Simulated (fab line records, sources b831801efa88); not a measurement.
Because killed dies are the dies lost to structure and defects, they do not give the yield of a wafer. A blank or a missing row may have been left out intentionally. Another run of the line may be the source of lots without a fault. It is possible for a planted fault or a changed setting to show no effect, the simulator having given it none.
Matching of chambers	flow sfq-line	SFQ_TRILAYER_I7_VIA_ETCH_VIA_ETCH_190 on rie-diel-03: 4 sister chambers
The step etches SiO2 in CHF3, stops on Nb, target depth 260 nm. 7 wafers are shown with their chamber, then 6 later ones without.

== WAFERS PAIRED WITH THEIR CHAMBERS ==
wafer	chamber	drypump-motor-current-A (A)	oes-product-au (a.u.)
L889.3	0	6.3	0.861
L891.5	3	4.9	0.862
L891.6	2	6.3	0.857
L896.1	2	6.2	0.857
L896.6	1	6.4	0.847
L898.1	0	6.3	0.850
L898.3	1	6.3	0.846

== WAFERS WHOSE CHAMBER IS MISSING ==
wafer	drypump-motor-current-A (A)	oes-product-au (a.u.)
L898.5	6.3	0.842
L900.2	6.3	0.852
L900.4	6.3	0.858
L900.6	6.4	0.851
L909.3	6.3	0.856
L909.6	6.3	0.847

== EACH ONE'S CHAMBER ==
wafer	from the rows above	in truth
L898.5	can't be placed: 1 or 0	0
L900.2	can't be placed: 0 or 2 or 1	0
L900.4	can't be placed: 0 or 2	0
L900.6	can't be placed: 1 or 0 or 2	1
L909.3	can't be placed: 0 or 2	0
L909.6	can't be placed: 1 or 0 or 2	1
0 of 6 placed correctly. Can't be placed from these rows: 6 (the true chamber is among the candidates in 6). Wrongly placed: 0.
How it was worked out, from the rows above alone: a wafer's distance from a chamber is the root of the sum, over the readings, of the square of ((its reading less the chamber's mean) divided by the reading's scatter). If the next closest chamber is less than 2 further off than the closest, the wafer can't be placed; otherwise it belongs to the closest. Each chamber's mean is taken over the wafers shown for it. The scatter: take each reading less its chamber's mean, square it, sum over the shown wafers, divide by the number of wafers less the number of chambers, and take the root.
